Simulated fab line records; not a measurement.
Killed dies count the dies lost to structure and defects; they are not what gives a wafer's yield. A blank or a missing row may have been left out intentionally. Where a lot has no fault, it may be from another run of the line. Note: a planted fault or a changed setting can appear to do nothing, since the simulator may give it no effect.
Code-filled problem report in 8D (eight disciplines) form + flow gf180mcu + the parts of the form that need people (team, actions taken, sign-off) are left out

== 1. THE ISSUE ==
bias-w at GF_TOP_METAL_METAL_ETCH_16 reads a mean of 126.7 W on 6 wafers of 2 lots; wafers without a fault read 140.0 W with a standard deviation of 0.34. Relative to the usual mean, that is a shift of -39 standard deviations.
The step: etches the open film in Cl2/BCl3, stops on SiO2, target depth 1197 nm, time 199.5 s.
The first sign was on wafer L859.1 at day 31 19:28, on rie-metal-03. Wafers with a number at this step in the record: 36, from 12 lots. Rule for "out" (also "out of limits"): further than 4 standard deviations from the usual mean. The rest of the wafers with a number are treated as sound.

== 2. WHAT IT IS, WHAT IT ISN'T ==
| question                    | is                     | is not                                                                                 |
|-----------------------------|------------------------|----------------------------------------------------------------------------------------|
| which readings at this step | bias-w                 | drypump-motor-current-A                                                                |
| which lots                  | L859, L862             | L849, L850, L854, L855, L856, L857, L858, L866, L867, L868                             |
| which wafers of those lots  | all that have a number | -                                                                                      |
| read on which tools         | rie-metal-03           | rie-metal-02, rie-metal-04                                                             |
| when                        | from day 31 19:28      | up to then (18 sound wafers); but 12 sound wafers of L858, L866, L867, L868 came after |

== 3. THE SUSPECTS, EACH WITH WHAT RULES IT OUT ==
Counting: any tool at a process step up to the reading is kept as a suspect provided that every lot that is out went through it and no sound lot did after the first of them.
- rie-metal-03 at GF_TOP_METAL_METAL_ETCH_16 (etches the open film in Cl2/BCl3, stops on SiO2, target depth 1197 nm, time 199.5 s): kept. Every lot that is out went through it, starting with L859 (day 31 19:28), and after that it ran no sound lot; the last sound lot it ran before then is L857 (day 31 08:16). On those wafers its own readings are out: bias-w.
After counting, what remains is rie-metal-03 at GF_TOP_METAL_METAL_ETCH_16.

== 4. THE CAUSE (what the simulator had put in) ==
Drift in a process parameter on rie-metal-03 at GF_TOP_METAL_METAL_ETCH_16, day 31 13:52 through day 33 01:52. Setting bias-w shifted by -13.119 from 140. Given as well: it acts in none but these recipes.
After counting, this tool was the only one left.

== 5. SEQUENCE OF EFFECTS, ordered by route ==
Each row: a reading where the mean over the struck wafers with a number is more than 3 standard deviations away from the usual. Only readings whose record carries a usual standard deviation are examined. hours: median over the lots of the time between each lot's start at the first step of this table that gives one and its start at this step. sigmas: the change, counted in usual standard deviations.
| hours | step                       | reading        | usual      | on struck wafers | change | sigmas |
|-------|----------------------------|----------------|------------|------------------|--------|--------|
| 0     | GF_TOP_METAL_METAL_ETCH_16 | bias-w         | 140.0 W    | 126.7            | -13.3  | -39    |
| 0     | GF_TOP_METAL_METAL_ETCH_16 | oes-product-au | 0.993 a.u. | 0.973            | -0.020 | -3.5   |
Its process steps:
- GF_TOP_METAL_METAL_ETCH_16: etches the open film in Cl2/BCl3, stops on SiO2, target depth 1197 nm, time 199.5 s.

== 6. HOW IT WOULD HAVE BEEN CAUGHT EARLIER ==
First out-of-limits reading in this record: day 31 19:28, which is 6 hours after fault onset at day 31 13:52.
